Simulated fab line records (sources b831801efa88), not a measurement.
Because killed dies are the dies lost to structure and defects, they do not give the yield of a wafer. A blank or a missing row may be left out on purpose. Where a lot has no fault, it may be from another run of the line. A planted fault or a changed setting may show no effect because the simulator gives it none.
A lot that was struck, set against a sound lot ; flow gf180mcu ; 16 steps out of a route of 602
Sound: the wafers L817.3, L817.4, L817.6. Struck: wafers L805.2, L805.5, L805.6. The cause comes at the end.
At each step with rows: each side's tool, then ch and its chambers, then its first start. Under that, the readings that differ: sound wafers ; struck wafers ; difference of the means ; sigmas: that difference in standard deviations of wafers without a fault.
alike: readings with means less than 2 such deviations apart, plus words and numbers identical on both sides. not compared: withheld readings, readings lacking a value on some wafer, bounds such as >300 that could conceal the same value, and numbers that have no deviation in the record and whose values overlap.
A row with sigmas, a row that says differs or no value, or rows on one side alone: a step with any of these is where the two part. Non-overlapping numbers with no deviation appear without sigmas and do not part them. A reading missing from all wafers of one side parts the sides only when that side holds two or more wafers.

GF_V4_BOW_MEAS_05:
  sound on filmMetro-02 at day 28 23:22; struck on filmMetro-01 at day 24 19:12
  alike: V4_BOW
then, 8 steps without rows for these wafers: GF_V4_DEHYDRATE_06 (time 60 s); GF_V4_HMDS_07 (prime time 60 s); GF_V4_COAT_08; GF_V4_COAT_09 (resist thk 1000 nm); GF_V4_SOFTBAKE_10 (time 60 s); GF_V4_EXPOSE_11 (exposes mask Via4, target cd 260 nm); GF_V4_PEB_12 (peb time 90 s); GF_V4_DEVELOP_13 (develop time 60 s).
GF_V4_CD_MEAS_14: the cd target is 260 nm.
  sound on cdSem-01 at day 29 18:46; struck on cdSem-02 at day 25 16:41
  alike: cdNm
GF_V4_OVL_MEAS_15:
  sound on overlay-02 at day 29 18:51; struck on overlay-01 at day 25 16:48
  alike: V4_OVL
GF_V4_ETCH_16: etches BARC in N2/H2.
  sound on rieDiel-02 ch 1,2, day 29 18:53; struck on rieDiel-02 ch 0,1,3, day 25 16:50
  alike: biasW, chamberPressureMTorr, drypumpMotorCurrentA, oesProductAu, throttleValvePct
GF_V4_ETCH_17: etches SiO2 in C4F8/O2/Ar, stops on TiN, target depth 630 nm.
  sound on rieDiel-02 ch 1,2, day 29 18:00; struck on rieDiel-02 ch 0,1,3, day 25 16:00
  no value came back on the struck wafers for biasW (W), chamberPressureMTorr (mTorr), oesProductAu (a.u.); on the sound wafers biasW (W) reads 1203 1198 1198
GF_V4_STRIP_18: strips in O2/N2.
  sound on plasmaAsher-03 ch 0,1, day 29 19:02; struck on plasmaAsher-04 ch 0,1, day 25 16:58
reading;sound;struck;difference;sigmas
oesProductAu (a.u.);0.594 0.592 0.591;0.658 0.667 0.670;+0.073;+15
  alike: drypumpMotorCurrentA, heaterPowerW, o2FlowSccm
  not compared: rfHoursCounterH
then, 1 step without rows for these wafers: GF_V4_STRIP_19 (strips in post etch residue remover, time 1200 s).
-- the record jumps here: 5 days lie between the struck wafers' starts before and after (it left off in module V4 and takes up again in module PASSIVATION, whose first step shown is number 602 of the route) --
GF_PASSIVATION_PROBE_99:
  only the struck wafers here have rows in the record (prober-02, day 30 05:41); the sound ones have none

## WHERE THEY PART
At GF_V4_ETCH_17 first; at GF_PASSIVATION_PROBE_99 last (within this record only).

WHY: whatever the simulator had introduced
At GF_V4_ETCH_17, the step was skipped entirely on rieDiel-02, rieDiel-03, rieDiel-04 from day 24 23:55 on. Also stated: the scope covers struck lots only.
